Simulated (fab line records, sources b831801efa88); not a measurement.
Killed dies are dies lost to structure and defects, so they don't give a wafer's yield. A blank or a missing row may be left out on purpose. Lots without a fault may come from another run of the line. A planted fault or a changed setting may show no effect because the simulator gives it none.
fab line records	flow sky130
[record] lots = 6	wafers = 18	last-day = 50
route steps=708 shown POLY_GATE@235 LDD_N@237 LDD_P@255 PAD_OPEN@708
lots with no fault: from the same line, run without faults
start-h: hours from the record's first day to the start of the lot's first wafer shown	wait-h: how many hours have passed since the lot's step before this one	" the same as in the row above	L1.1+2: a row that stands for several wafers	- no value, or no start given	* or withheld: withheld	< > ~ a bound
route shown NAME@n: a module of which the file shows steps, and the number in the route of the first	usual: mean/standard deviation of fault-free wafers	same: alike in all rows	chamber/n: place in a boat	sites: readings site by site	_std_site: how widely they spread, as a standard deviation	_edge_site: outer sites' mean less inner sites'	radius-mm: how far each site lies from the wafer's centre	mask NAME#n: copy n	behind: the tool/chamber that last shaped the wafer	hold: why the lot went on hold/how many hours it stayed there/how the hold came to an end	device: names the non-switching transistor (n, p or np)	end of line: tests of these same wafers at the route's end	a step with no rows: only its recipe	killed: the dies lost at the first sort to structure and to defects; this is not the yield of the wafer	map: per-die view of a wafer (x killed, . not killed, _ where there is no die)
set.NAME: the setting that was run; set.NAME@STEP: the one run at that earlier step	model.NAME: the simulator's own value behind a step, which no gauge read
lots at selected steps of the route; one table per step, one row per wafer
services: the hour from which a tool's chamber was out of use, counted from the record's first day as start-h (under 0 if before that day), plus the number of hours and why
[[steps]]
[step SKY_POLY_GATE_THK_MEAS_21]
[recipe] reads = SiO2_of_POLY_GATE_OXIDATION_20
[usual] POLY_GATE_OXIDATION_THK = 3.99/0.083
lot.wafer	tool	chamber	start-h	wait-h	POLY_GATE_OXIDATION_THK[nm]
L586.1	film-metro-04	-	383.89	0.0	3.97
L586.2	"	-	"	"	3.95
L586.4	"	-	"	"	4.01
L587.3	film-metro-02	-	397.90	0.0	3.80
L587.5	"	-	"	"	3.81
L587.6	"	-	"	"	3.83
L595.2	film-metro-02	-	469.27	0.0	4.06
L595.5	"	-	"	"	3.94
L595.6	"	-	"	"	4.10
L597.1	film-metro-03	-	485.56	0.0	3.96
L597.2	"	-	"	"	3.94
L597.5	"	-	"	"	3.98
L600.3	film-metro-04	-	511.13	0.0	3.97
L600.4	"	-	"	"	3.90
L600.5	"	-	"	"	3.89
L606.1	film-metro-03	-	565.91	0.0	3.87
L606.2	"	-	"	"	3.91
L606.6	"	-	"	"	3.91
[step SKY_POLY_GATE_CD_MEAS_22]
[usual] cd-nm = 150/3.4
lot.wafer	tool	chamber	start-h	wait-h	cd-nm
L586.1	cd-sem-02	-	383.95	0.1	152
L586.2	"	-	"	"	152
L586.4	"	-	"	"	151
L587.3	cd-sem-01	-	398.00	0.1	152
L587.5	"	-	"	"	153
L587.6	"	-	"	"	152
L595.2	cd-sem-01	-	469.35	0.1	153
L595.5	"	-	"	"	158
L595.6	"	-	"	"	149
L597.1	cd-sem-01	-	485.62	0.1	151
L597.2	"	-	"	"	155
L597.5	"	-	"	"	151
L600.3	cd-sem-01	-	511.23	0.1	147
L600.4	"	-	"	"	144
L600.5	"	-	"	"	150
L606.1	cd-sem-01	-	566.03	0.1	150
L606.2	"	-	"	"	146
L606.6	"	-	"	"	141
[step SKY_LDD_N_DEHYDRATE_00]
[recipe] temp-c = 200	time-s = 60
[step SKY_LDD_N_HMDS_01]
[recipe] prime-time-s = 60	prime-temp-c = 120
[step SKY_LDD_N_COAT_02]
[recipe] resist = NOVOLAK	spin-rpm = 3000	resist-thk-nm = 300
[step SKY_LDD_N_SOFTBAKE_03]
[recipe] temp-c = 90	time-s = 60	resist = NOVOLAK
[step SKY_LDD_N_EXPOSE_04]
[recipe] mask-id = NTM	target-cd-nm = 840	na = 0.6	source-shape = conventional	sigma-outer = 0.6	dose-mj = 110
[step SKY_LDD_N_PEB_05]
[recipe] temp-c = withheld	time-s = *	resist = NOVOLAK
[step SKY_LDD_N_DEVELOP_06]
[recipe] develop-time-s = 60	dev-temp-c = 23
[step SKY_LDD_N_OVL_MEAS_07]
[usual] LDD_N_OVL = -0.1/1.5
lot.wafer	tool	chamber	start-h	wait-h	LDD_N_OVL[nm]
L586.1	overlay-02	-	413.66	0.1	-0.2
L586.2	"	-	"	"	1.0
L586.4	"	-	"	"	0.3
L587.3	overlay-01	-	429.32	0.1	-2.3
L587.5	"	-	"	"	0.0
L587.6	"	-	"	"	-3.1
L595.2	overlay-01	-	499.67	0.1	-1.6
L595.5	"	-	"	"	-0.3
L595.6	"	-	"	"	0.3
L597.1	overlay-01	-	516.66	0.1	1.4
L597.2	"	-	"	"	0.7
L597.5	"	-	"	"	-0.9
L600.3	overlay-01	-	540.67	0.1	-0.6
L600.4	"	-	"	"	-2.5
L600.5	"	-	"	"	-0.7
L606.1	overlay-02	-	594.66	0.1	-1.0
L606.2	"	-	"	"	-2.6
L606.6	"	-	"	"	-1.7
[step SKY_LDD_N_IMPLANT_08]
[recipe] species = As	energy-kev = 20	dose-cm2 = 7.5e+13	tilt-deg = withheld	rotation-deg = 23
[step SKY_LDD_N_IMPLANT_09]
[recipe] species = As	energy-kev = 20	dose-cm2 = 7.5e+13	tilt-deg = withheld	rotation-deg = 113
[step SKY_LDD_N_IMPLANT_10]
[recipe] species = As	energy-kev = 20	dose-cm2 = 7.5e+13	tilt-deg = withheld	rotation-deg = 203
[usual] dose-ions-cm2 = 7.5e+13/8.2e+10	faraday-current-uA = 423/8.7
lot.wafer	tool	chamber	start-h	wait-h	dose-ions-cm2	faraday-current-uA
L586.1	implanter-02	0	414.00	0.1	7.514e+13	425
L586.2	"	0	"	"	7.489e+13	426
L586.4	"	0	"	"	7.497e+13	422
L587.3	implanter-04	0	429.70	0.1	7.494e+13	427
L587.5	"	0	"	"	7.489e+13	427
L587.6	"	0	"	"	7.503e+13	414
L595.2	implanter-04	0	500.02	0.1	4.729e+13	257
L595.5	"	0	"	"	4.744e+13	270
L595.6	"	0	"	"	4.727e+13	258
L597.1	implanter-04	0	517.00	0.1	4.725e+13	260
L597.2	"	0	"	"	4.732e+13	274
L597.5	"	0	"	"	4.728e+13	268
L600.3	implanter-02	0	541.04	0.1	7.492e+13	429
L600.4	"	0	"	"	7.489e+13	426
L600.5	"	0	"	"	7.504e+13	427
L606.1	implanter-02	0	595.00	0.1	7.506e+13	424
L606.2	"	0	"	"	7.511e+13	421
L606.6	"	0	"	"	7.507e+13	435
[step SKY_LDD_N_IMPLANT_11]
[recipe] species = As	energy-kev = 20	dose-cm2 = 7.5e+13	tilt-deg = withheld	rotation-deg = 293
[step SKY_LDD_N_IMPLANT_12]
[recipe] species = BF2	energy-kev = 50	dose-cm2 = 5e+12	tilt-deg = 30	rotation-deg = 0
[step SKY_LDD_N_IMPLANT_13]
[recipe] species = BF2	energy-kev = 50	dose-cm2 = 5e+12	tilt-deg = 30	rotation-deg = 90
[step SKY_LDD_N_IMPLANT_14]
[recipe] species = BF2	energy-kev = 50	dose-cm2 = 5e+12	tilt-deg = 30	rotation-deg = 180
[step SKY_LDD_N_IMPLANT_15]
[recipe] species = BF2	energy-kev = 50	dose-cm2 = 5e+12	tilt-deg = 30	rotation-deg = 270
[step SKY_LDD_N_STRIP_16]
[recipe] chemistry = O2/N2	power-w = 1400	pressure-mtorr = 1500	platen-temp-c = withheld	o2-flow-sccm = 3000	n2-flow-sccm = 300	overash-fraction = 0.5
[usual] drypump-motor-current-A = 5.7/0.5	oes-product-au = 0.406/0.0046	strip-time-to-endpoint-s = 4.317/0.014
lot.wafer	tool	chamber	start-h	wait-h	drypump-motor-current-A	oes-product-au	rf-hours-counter-h	strip-time-to-endpoint-s
L586.1	plasma-asher-01	1	414.90	0.1	4.9	0.406	29	4.322
L586.2	"	0	"	"	5.8	0.405	29	4.285
L586.4	"	0	"	"	5.8	0.412	-	4.310
L587.3	plasma-asher-01	1	430.58	0.1	4.9	0.409	-	4.347
L587.5	"	0	"	"	5.8	0.409	-	4.346
L587.6	"	1	"	"	4.9	0.412	-	4.336
L595.2	plasma-asher-03	1	500.90	0.1	6.2	0.398	84	4.254
L595.5	"	1	"	"	6.2	0.400	-	4.229
L595.6	"	0	"	"	6.2	0.405	-	4.228
L597.1	plasma-asher-03	1	517.90	0.1	6.2	0.400	87	4.242
L597.2	"	0	"	"	6.2	0.400	87	4.229
L597.5	"	0	"	"	6.1	0.412	-	4.225
L600.3	plasma-asher-01	0	541.93	0.1	5.8	0.412	-	4.317
L600.4	"	1	"	"	4.9	0.404	-	4.288
L600.5	"	0	"	"	5.8	0.404	-	4.301
L606.1	plasma-asher-01	0	595.90	0.1	5.8	0.403	51	4.303
L606.2	"	1	"	"	4.9	0.408	51	4.306
L606.6	"	0	"	"	5.8	0.403	-	4.315
[step SKY_LDD_N_TW_MEAS_17]
[usual] LDD_N_TW = 2593/11
lot.wafer	tool	chamber	start-h	wait-h	LDD_N_TW
L586.1	film-metro-03	-	415.00	0.1	2581
L586.2	"	-	"	"	2587
L586.4	"	-	"	"	2580
L587.3	film-metro-03	-	430.67	0.1	2590
L587.5	"	-	"	"	2594
L587.6	"	-	"	"	2576
L595.2	film-metro-03	-	501.01	0.1	2562
L595.5	"	-	"	"	2544
L595.6	"	-	"	"	2551
L597.1	film-metro-03	-	518.00	0.1	2542
L597.2	"	-	"	"	2548
L597.5	"	-	"	"	2549
L600.3	film-metro-02	-	542.01	0.1	2603
L600.4	"	-	"	"	2587
L600.5	"	-	"	"	2592
L606.1	film-metro-01	-	596.00	0.1	2599
L606.2	"	-	"	"	2593
L606.6	"	-	"	"	2592
[step SKY_LDD_P_DEHYDRATE_00]
[recipe] temp-c = 200	time-s = 60
[step SKY_PAD_OPEN_PROBE_99]
[usual] killed_at_M0_to_M3 = 43/7	killed_at_M4_up = 3.0/1.9	killed-at-contacts = 24/4.6	killed-at-front-end = 15/4.1	killed-at-other = 0.3/0.52	killed-dies = 84/9.7	killed-open = 46/6.9	killed-short = 38/6.8
[same] gross-dies = 492	killed-at-back-side = 0
lot.wafer	tool	chamber	start-h	wait-h	killed_at_M0_to_M3	killed_at_M4_up	killed-at-contacts	killed-at-front-end	killed-at-other	killed-dies	killed-open	killed-short	model.etest.tip-n.rs-ohm-sq
L586.1	prober-01	-	1084.49	0.1	41	4	27	14	0	86	45	41	445.9
L586.2	prober-01	-	1084.54	0.1	39	2	13	19	1	74	39	34	441.4
L586.4	prober-01	-	1084.64	0.2	55	1	26	11	0	93	55	37	444.4
L587.3	prober-02	-	1094.34	0.2	44	1	20	9	0	74	42	32	441.5
L587.5	prober-02	-	1094.44	0.2	28	4	25	15	0	72	32	40	443.4
L587.6	prober-02	-	1094.49	0.2	34	2	19	8	0	63	37	26	442.7
L595.2	prober-01	-	1138.93	0.1	43	2	20	12	0	77	43	34	475.2
L595.5	prober-01	-	1139.08	0.2	51	4	27	13	0	95	50	42	472.6
L595.6	prober-01	-	1139.13	0.2	46	4	20	8	1	79	44	35	474.6
L597.1	prober-01	-	1150.93	0.1	41	9	26	11	1	88	41	46	470
L597.2	prober-01	-	1150.98	0.1	50	5	33	12	0	100	46	54	468.8
L597.5	prober-01	-	1151.13	0.2	46	2	24	17	1	90	44	45	469.7
L600.3	prober-02	-	1168.08	0.2	31	2	23	8	0	64	37	26	449.1
L600.4	prober-02	-	1168.13	0.2	55	2	26	10	1	94	52	42	441.7
L600.5	prober-02	-	1168.18	0.2	49	2	21	16	0	88	43	44	444.3
L606.1	prober-02	-	1194.58	0.1	43	3	22	20	0	88	44	44	446.8
L606.2	prober-02	-	1194.63	0.1	42	0	27	21	0	90	46	44	444.1
L606.6	prober-02	-	1194.83	0.2	52	1	25	16	1	95	43	52	445.9
// killed by level:class
L586.1 VIA1:geometric-particle:open=10 CONTACT:geometric-particle:open=9 LI_CONTACT:geometric-particle:open=6 LOCAL_INTERCONNECT:geometric-particle:short=5 VIA3:geometric-particle:short=5 VIA1:geometric-particle:short=5 VIA3:geometric-particle:open=5 POLY_GATE:geometric-particle:open=4
L586.2 VIA1:geometric-particle:open=9 VIA3:geometric-particle:open=7 FIELD_ISO:geometric-particle:short=6 VIA2:geometric-particle:open=6 METAL2:geometric-particle:short=5 CONTACT:geometric-particle:short=4 POLY_GATE:geometric-particle:open=3 FIELD_ISO:geometric-particle:open=3
L586.4 VIA1:geometric-particle:open=14 METAL1:geometric-particle:short=12 CONTACT:geometric-particle:open=9 LI_CONTACT:geometric-particle:open=8 CONTACT:geometric-particle:short=5 VIA1:geometric-particle:short=5 VIA2:geometric-particle:open=5 METAL1:geometric-particle:open=4
L587.3 VIA2:geometric-particle:open=10 VIA1:geometric-particle:open=10 LI_CONTACT:geometric-particle:open=6 CONTACT:geometric-particle:open=6 VIA1:geometric-particle:short=6 LOCAL_INTERCONNECT:geometric-particle:short=4 METAL2:geometric-particle:short=4 FIELD_ISO:geometric-particle:short=3
L587.5 LI_CONTACT:geometric-particle:open=8 VIA1:geometric-particle:short=8 VIA1:geometric-particle:open=6 LOCAL_INTERCONNECT:geometric-particle:short=5 CONTACT:geometric-particle:open=5 FIELD_ISO:geometric-particle:short=4 LI_CONTACT:geometric-particle:short=4 FIELD_ISO:geometric-particle:open=3
L587.6 VIA1:geometric-particle:open=8 LI_CONTACT:geometric-particle:open=7 CONTACT:geometric-particle:open=6 VIA1:geometric-particle:short=6 LOCAL_INTERCONNECT:geometric-particle:short=4 VIA3:geometric-particle:open=4 METAL2:geometric-particle:short=4 FIELD_ISO:geometric-particle:short=3
L595.2 VIA2:geometric-particle:open=8 CONTACT:geometric-particle:open=7 VIA3:geometric-particle:open=7 METAL2:geometric-particle:short=6 LI_CONTACT:geometric-particle:open=5 VIA1:geometric-particle:open=5 FIELD_ISO:geometric-particle:short=4 LI_CONTACT:geometric-particle:short=4
L595.5 VIA1:geometric-particle:open=10 CONTACT:geometric-particle:open=9 VIA3:geometric-particle:open=8 METAL1:geometric-particle:short=7 LI_CONTACT:geometric-particle:open=7 LOCAL_INTERCONNECT:geometric-particle:short=6 METAL2:geometric-particle:short=6 VIA2:geometric-particle:short=5
L595.6 VIA1:geometric-particle:open=10 VIA2:geometric-particle:open=9 VIA3:geometric-particle:open=7 LI_CONTACT:geometric-particle:open=6 LI_CONTACT:geometric-particle:short=4 METAL1:geometric-particle:open=4 LOCAL_INTERCONNECT:geometric-particle:short=4 CONTACT:geometric-particle:open=4
L597.1 VIA1:geometric-particle:open=11 METAL2:geometric-particle:short=8 METAL4:geometric-particle:short=7 LOCAL_INTERCONNECT:geometric-particle:short=7 CONTACT:geometric-particle:short=7 LI_CONTACT:geometric-particle:open=5 CONTACT:geometric-particle:open=5 VIA3:geometric-particle:open=5
L597.2 METAL2:geometric-particle:short=9 CONTACT:geometric-particle:short=9 VIA2:geometric-particle:open=8 VIA1:geometric-particle:open=8 LI_CONTACT:geometric-particle:open=7 CONTACT:geometric-particle:open=7 VIA3:geometric-particle:open=7 LOCAL_INTERCONNECT:geometric-particle:short=6
L597.5 VIA1:geometric-particle:short=15 LI_CONTACT:geometric-particle:open=10 VIA2:geometric-particle:open=8 VIA1:geometric-particle:open=7 FIELD_ISO:geometric-particle:open=6 METAL2:geometric-particle:short=6 CONTACT:geometric-particle:open=5 POLY_GATE:geometric-particle:short=4
L600.3 VIA1:geometric-particle:open=10 VIA2:geometric-particle:open=8 LI_CONTACT:geometric-particle:open=7 CONTACT:geometric-particle:open=7 METAL1:geometric-particle:short=4 CONTACT:geometric-particle:short=4 FIELD_ISO:geometric-particle:short=3 POLY_GATE:geometric-particle:short=3
L600.4 VIA1:geometric-particle:open=14 LI_CONTACT:geometric-particle:open=11 VIA2:geometric-particle:open=11 METAL1:geometric-particle:short=9 CONTACT:geometric-particle:open=8 VIA2:geometric-particle:short=7 POLY_GATE:geometric-particle:short=4 CONTACT:geometric-particle:short=4
L600.5 VIA1:geometric-particle:open=9 FIELD_ISO:geometric-particle:short=8 CONTACT:geometric-particle:open=8 METAL1:geometric-particle:short=8 VIA2:geometric-particle:open=8 VIA1:geometric-particle:short=7 LOCAL_INTERCONNECT:geometric-particle:short=4 VIA3:geometric-particle:short=4
L606.1 VIA1:geometric-particle:open=8 VIA2:geometric-particle:open=7 CONTACT:geometric-particle:open=7 LI_CONTACT:geometric-particle:open=6 CONTACT:geometric-particle:short=6 METAL3:geometric-particle:short=6 METAL1:geometric-particle:short=5 VIA2:geometric-particle:short=5
L606.2 CONTACT:geometric-particle:short=8 VIA3:geometric-particle:open=8 CONTACT:geometric-particle:open=7 VIA2:geometric-particle:open=7 FIELD_ISO:geometric-particle:short=6 LI_CONTACT:geometric-particle:open=6 LOCAL_INTERCONNECT:geometric-particle:short=6 METAL1:geometric-particle:short=6
L606.6 LI_CONTACT:geometric-particle:open=8 VIA2:geometric-particle:open=8 VIA3:geometric-particle:open=8 VIA1:geometric-particle:short=7 METAL1:geometric-particle:short=7 POLY_GATE:geometric-particle:short=6 CONTACT:geometric-particle:open=6 METAL2:geometric-particle:short=6
[[services]]
tool	chamber	start-h	hours	kind
implanter-02	-	455.24	3.4	repair
implanter-04	-	522.45	1.9	repair
plasma-asher-03	-	527.00	1.8	repair
implanter-02	-	578.53	4.3	pm
[[key]]
[first-sign] step = SKY_LDD_N_IMPLANT_10	reading = dose-ions-cm2	direction = down	sigmas = 99+	usual = *	struck = *
[effect] step = SKY_LDD_N_IMPLANT_10	reading = faraday-current-uA	direction = down	sigmas = 18	usual = 423	struck = 264
[effect] step = SKY_LDD_N_STRIP_16	reading = strip-time-to-endpoint-s	direction = down	sigmas = 6	usual = *	struck = *
[effect] step = SKY_LDD_N_TW_MEAS_17	reading = LDD_N_TW	direction = down	sigmas = 4	usual = 2593	struck = 2549
[model-effect] step = SKY_PAD_OPEN_PROBE_99	value = etest.tip-n.rs-ohm-sq	without = 443.2	struck = 471.8
met-at SKY_LDD_N_IMPLANT_10
struck-wafers L595.2,L595.5,L595.6,L597.1,L597.2,L597.5
tester-left-out L595,L597
onset-between 429.70 500.02
[fault] kind = process-parameter-drift	tool = implanter-04	chamber = -	onset-h = 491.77	steps = SKY_LDD_N_IMPLANT_10	channel = dose-cm2	offset = *	shape = step	end-h = 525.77	acts-in = *	stated = *
// tester-left-out: of these lots the tester's yield and bins aren't shown, on N5 and GAA mostly nor the transistor test; their killed dies are dies lost to structure and defects alone, not to doping, threshold or leakage, so they don't give the yield
